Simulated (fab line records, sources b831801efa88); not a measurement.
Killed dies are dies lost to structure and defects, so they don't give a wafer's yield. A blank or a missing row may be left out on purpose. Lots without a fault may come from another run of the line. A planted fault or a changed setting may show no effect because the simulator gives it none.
A struck lot beside a sound one | flow gf180mcu | 16 steps out of a route of 602
Sound: wafers L780.2, L780.4, L780.5. Struck: wafers L773.4, L773.5, L773.6. The cause comes at the end.
At each step with rows: each side's tool, then ch and its chambers, then its first start. Under that, the readings that differ: sound wafers | struck wafers | difference of the means | sigmas: that difference in standard deviations of wafers without a fault.
alike: readings whose means differ by less than 2 such deviations, and words and numbers that are the same on both sides. not compared: withheld readings, readings that some wafer has no value for, bounds like >300 that may hide the same value, and numbers for which the record gives no deviation and whose values overlap.
The two part at a step that has a row with sigmas, a row that says differs or no value, or rows on one side only. Numbers that don't overlap but have no deviation are shown without sigmas and don't part them. A reading that every wafer of one side lacks parts them only if that side has two wafers or more.

GF_M3_SPUTTER_04: material TiN, target thk 50 nm, time 41.7 s.
  sound on pvd_sputter-03, day 25 10:23; struck on pvd_sputter-01, day 22 20:11
  alike: throttle_valve_pct
GF_M3_RS_MEAS_05: measures by four-point-probe.
  sound on film_metro-01, day 25 10:27; struck on film_metro-04, day 22 20:17
  alike: M3_ALCU_RS
GF_M3_THK_MEAS_06: measures by xrf.
  sound on film_metro-01, day 25 10:34; struck on film_metro-04, day 22 20:23
  alike: M3_ALCU_THK
then, 7 steps without rows for these wafers: GF_M3_DEHYDRATE_07 (time 60 s); GF_M3_HMDS_08 (prime time 60 s); GF_M3_COAT_09 (resist thk 1000 nm); GF_M3_SOFTBAKE_10 (time 60 s); GF_M3_EXPOSE_11 (exposes mask Metal3, target cd 280 nm); GF_M3_PEB_12 (peb time 90 s); GF_M3_DEVELOP_13 (develop time 60 s).
GF_M3_CD_MEAS_14: target cd 280 nm.
  sound on cd_sem-02, day 26 07:42; struck on cd_sem-02, day 23 19:23
  alike: cd_nm
GF_M3_OVL_MEAS_15:
  sound on overlay-02, day 26 07:49; struck on overlay-01, day 23 19:28
  reading     | sound    | struck   | difference | sigmas
  M3_OVL (nm) | 12 11 10 | -7 -2 -1 | -14        | -3
GF_M3_METAL_ETCH_16: etches the open film in Cl2/BCl3, stops on SiO2, target depth 627.5 nm, time 104.6 s.
  sound on rie_metal-01 ch 0,1, day 26 07:50; struck on rie_metal-02 ch 0,1, day 23 19:32
  reading                             | sound             | struck            | difference | sigmas
  bias_w (W)                          | 139.9 140.6 139.5 | 182.9 183.0 183.3 | +43.1      | +99 or more
  model.KrF_of_M3_COAT_09.thk_nm (nm) | 728.8 731.1 736.3 | 711.3 717.3 709.2 | -19.5      |
  alike: bcl3_flow_sccm, drypump_motor_current_A, mfc_cl2_sccm, oes_product_au, throttle_valve_pct
  not compared: rf_hours_counter_h
GF_M3_STRIP_17: strips in O2/N2.
  sound on plasma_asher-02 ch 0,1, day 26 07:57; struck on plasma_asher-02 ch 0,1, day 23 19:38
  reading                      | sound             | struck            | difference | sigmas
  oes_product_au (a.u.)        | 0.555 0.555 0.561 | 0.552 0.548 0.544 | -0.009     | -2
  strip_time_to_endpoint_s (s) | 7.84 7.85 7.87    | 7.63 7.69 7.64    | -0.20      | -5
  alike: drypump_motor_current_A, heater_power_w, n2_flow_sccm, platen_temp_c
  not compared: rf_hours_counter_h
then, 1 step without rows for these wafers: GF_M3_STRIP_18 (strips in post etch residue remover, time 1200 s).
-- the record jumps here: 7 days lie between the struck wafers' starts before and after (it left off in module M3 and takes up again in module PASSIVATION, whose first step shown is number 602 of the route) --
GF_PASSIVATION_PROBE_99:
  the record has rows for the struck wafers here (prober-01, day 31 02:14) and none for the sound ones

WHERE THEY PART
First at GF_M3_OVL_MEAS_15; last, within this record, at GF_PASSIVATION_PROBE_99.

WHY: what the simulator had put in
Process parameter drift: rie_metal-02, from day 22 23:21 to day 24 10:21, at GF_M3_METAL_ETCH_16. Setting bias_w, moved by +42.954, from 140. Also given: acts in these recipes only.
